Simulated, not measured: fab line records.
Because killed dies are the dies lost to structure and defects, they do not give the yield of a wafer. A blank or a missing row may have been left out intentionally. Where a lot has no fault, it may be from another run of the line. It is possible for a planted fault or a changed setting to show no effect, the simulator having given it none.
Chamber matching / flow gf180mcu / GF_V1_ETCH_16 on rieDiel-03: 4 sister chambers
The step etches BARC in N2/H2. 16 wafers are shown with their chamber, then 8 later ones without.

== WAFERS PAIRED WITH THEIR CHAMBERS ==
wafer=L079.2; chamber=2; drypumpMotorCurrentA (A)=6.4; oesProductAu (a.u.)=0.854; throttleValvePct (%)=13.226
wafer=L079.3; chamber=1; drypumpMotorCurrentA (A)=5.6; oesProductAu (a.u.)=0.847; throttleValvePct (%)=13.213
wafer=L079.5; chamber=1; drypumpMotorCurrentA (A)=5.6; oesProductAu (a.u.)=0.851; throttleValvePct (%)=13.213
wafer=L080.2; chamber=3; drypumpMotorCurrentA (A)=5.7; oesProductAu (a.u.)=0.849; throttleValvePct (%)=13.235
wafer=L080.4; chamber=3; drypumpMotorCurrentA (A)=5.7; oesProductAu (a.u.)=0.855; throttleValvePct (%)=13.231
wafer=L080.5; chamber=1; drypumpMotorCurrentA (A)=5.6; oesProductAu (a.u.)=0.850; throttleValvePct (%)=13.240
wafer=L082.2; chamber=1; drypumpMotorCurrentA (A)=5.6; oesProductAu (a.u.)=0.856; throttleValvePct (%)=13.240
wafer=L082.3; chamber=3; drypumpMotorCurrentA (A)=5.7; oesProductAu (a.u.)=0.859; throttleValvePct (%)=13.227
wafer=L082.6; chamber=3; drypumpMotorCurrentA (A)=5.7; oesProductAu (a.u.)=0.850; throttleValvePct (%)=13.213
wafer=L086.1; chamber=2; drypumpMotorCurrentA (A)=6.4; oesProductAu (a.u.)=0.858; throttleValvePct (%)=13.211
wafer=L086.2; chamber=0; drypumpMotorCurrentA (A)=5.3; oesProductAu (a.u.)=0.846; throttleValvePct (%)=13.232
wafer=L086.4; chamber=3; drypumpMotorCurrentA (A)=5.7; oesProductAu (a.u.)=0.859; throttleValvePct (%)=13.237
wafer=L091.2; chamber=3; drypumpMotorCurrentA (A)=5.7; oesProductAu (a.u.)=0.852; throttleValvePct (%)=13.220
wafer=L091.3; chamber=1; drypumpMotorCurrentA (A)=5.6; oesProductAu (a.u.)=0.857; throttleValvePct (%)=13.213
wafer=L091.6; chamber=0; drypumpMotorCurrentA (A)=5.3; oesProductAu (a.u.)=0.848; throttleValvePct (%)=13.226
wafer=L092.3; chamber=2; drypumpMotorCurrentA (A)=6.5; oesProductAu (a.u.)=0.854; throttleValvePct (%)=13.240

SIGNATURES (averages over the wafers above)
reading=drypumpMotorCurrentA; chamber 0=5.300; chamber 1=5.600; chamber 2=6.433; chamber 3=5.700; scatter within a chamber=0.0236
reading=oesProductAu; chamber 0=0.84700; chamber 1=0.85220; chamber 2=0.85533; chamber 3=0.85400; scatter within a chamber=0.00387
reading=throttleValvePct; chamber 0=13.22900; chamber 1=13.22380; chamber 2=13.22567; chamber 3=13.22717; scatter within a chamber=0.012
Rule: a wafer's distance from a chamber is the root of the sum, over the readings, of the square of ((its reading less the chamber's mean) divided by the reading's scatter). The wafer belongs to the nearest chamber; if the next one is less than 2 further off, it can't be placed. The scatter: take each reading less its chamber's mean, square it, sum over the shown wafers, divide by the number of wafers less the number of chambers, and take the root.

== WAFERS WHOSE CHAMBER IS MISSING ==
wafer=L092.5; drypumpMotorCurrentA (A)=6.4; oesProductAu (a.u.)=0.859; throttleValvePct (%)=13.227
wafer=L092.6; drypumpMotorCurrentA (A)=5.6; oesProductAu (a.u.)=0.857; throttleValvePct (%)=13.221
wafer=L096.1; drypumpMotorCurrentA (A)=6.4; oesProductAu (a.u.)=0.855; throttleValvePct (%)=13.228
wafer=L096.2; drypumpMotorCurrentA (A)=5.3; oesProductAu (a.u.)=0.860; throttleValvePct (%)=13.243
wafer=L096.3; drypumpMotorCurrentA (A)=5.6; oesProductAu (a.u.)=0.852; throttleValvePct (%)=13.221
wafer=L096.4; drypumpMotorCurrentA (A)=6.4; oesProductAu (a.u.)=0.861; throttleValvePct (%)=13.220
wafer=L096.5; drypumpMotorCurrentA (A)=5.6; oesProductAu (a.u.)=0.856; throttleValvePct (%)=13.233
wafer=L096.6; drypumpMotorCurrentA (A)=5.3; oesProductAu (a.u.)=0.846; throttleValvePct (%)=13.228

== WHICH CHAMBER EACH WENT THROUGH ==
wafer=L092.5; from the rows above=2; in truth=2
wafer=L092.6; from the rows above=1; in truth=1
wafer=L096.1; from the rows above=2; in truth=2
wafer=L096.2; from the rows above=0; in truth=0
wafer=L096.3; from the rows above=1; in truth=1
wafer=L096.4; from the rows above=2; in truth=2
wafer=L096.5; from the rows above=1; in truth=1
wafer=L096.6; from the rows above=0; in truth=0
Correctly placed: 8 of 8. Left unplaced by these rows: 0. Placed wrongly: 0.
